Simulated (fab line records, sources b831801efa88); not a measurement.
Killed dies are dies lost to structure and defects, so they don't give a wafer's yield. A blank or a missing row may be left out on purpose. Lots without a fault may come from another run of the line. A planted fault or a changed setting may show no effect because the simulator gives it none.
Problem report in the 8D (eight disciplines) form, filled by code | flow gf180mcu | the parts of the form that need people (team, actions taken, sign-off) are left out

1. THE PROBLEM
HV_LDD_3_TW at GF_HV_LDD_TW_MEAS_38 reads a mean of 1380 on 6 wafers of 2 lots; wafers without a fault read 1448 with a standard deviation of 7.8. That is -8.7 standard deviations from the usual mean.
First seen on wafer L802.4, day 15 04:11, on film_metro-02. The record holds 36 wafers of 12 lots with a number at this step. Rule for "out", or "out of limits": more than 4 standard deviations from the usual mean. The other wafers with a number count as sound.

2. WHAT IT IS AND WHAT IT IS NOT
question                    | is                           | is not
which readings at this step | HV_LDD_3_TW                  | -
which lots                  | L802, L804                   | L791, L792, L793, L794, L795, L807, L810, L812, L813, L814
which wafers of those lots  | all that have a number       | -
read on which gauges        | film_metro-02, film_metro-03 | film_metro-04
when                        | from day 15 04:11            | up to then (15 sound wafers); but 15 sound wafers of L807, L810, L812, L813, L814 came after

3. SUSPECTS, AND WHAT RULES EACH OUT
Counting: a tool at a process step up to the reading stays a suspect if it ran every lot that is out and no sound lot after the first of them.
- the gauge at GF_HV_LDD_TW_MEAS_38: ruled out. The wafers that are out were read on 2 gauges (film_metro-02, film_metro-03).
- implanter-04 at GF_HV_LDD_IMPLANT_36: kept. It ran every lot that is out, first L802 (day 15 03:59), and no sound lot after that; its last sound lot up to then is L794 (day 12 12:13). Its own readings are out on those wafers: dose_ions_cm2, faraday_current_uA.
Left after counting: implanter-04 at GF_HV_LDD_IMPLANT_36.

4. THE CAUSE (what the simulator had put in)
Process parameter drift: implanter-04, from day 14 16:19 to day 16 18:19, at GF_HV_LDD_IMPLANT_36. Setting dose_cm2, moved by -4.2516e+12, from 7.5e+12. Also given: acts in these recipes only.
Counting left only this tool.

5. THE CHAIN OF EFFECTS, in route order
Each row: a reading whose mean over the struck wafers that have a number lies more than 3 standard deviations from the usual. Only readings for which the record gives a usual standard deviation are gone through. hours: the time from each lot's start at the first step in this table that gives one to its start at this step, as a median over the lots. sigmas: the change in usual standard deviations.
hours | step                 | reading            | usual        | on struck wafers | change     | sigmas
0     | GF_HV_LDD_IMPLANT_36 | dose_ions_cm2      | 7.501e+12    | 3.246e+12        | -4.254e+12 | -99 or more
0     | GF_HV_LDD_IMPLANT_36 | faraday_current_uA | 42.3         | 18.4             | -23.9      | -28
0     | GF_HV_LDD_TW_MEAS_38 | HV_LDD_3_TW        | 1448         | 1380             | -68        | -8.7
23    | GF_HV_LDD_RS_MEAS_53 | HV_LDD_RS          | 418.6 ohm/sq | 431.1            | +12.5      | +13
The process steps in it:
- GF_HV_LDD_IMPLANT_36
Later measuring or inspecting steps at which every struck wafer that the step has a row for has a number for every such reading, and none has moved that far: GF_CONTACT_CD_MEAS_14.

6. WHAT WOULD HAVE CAUGHT IT SOONER
In this record the first reading out of limits at a measuring or inspecting step was taken at day 15 04:11, 12 hours after the fault began at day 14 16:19.
The tool's own readings at GF_HV_LDD_IMPLANT_36 were out on every struck wafer that the step has a row for (dose_ions_cm2, faraday_current_uA): an alarm limit on them would have fired on the first of those.
Of the lots that are out (2), L804 began GF_HV_LDD_IMPLANT_36 on implanter-04 after day 15 04:11. A hold on the tool at that time would have spared it.
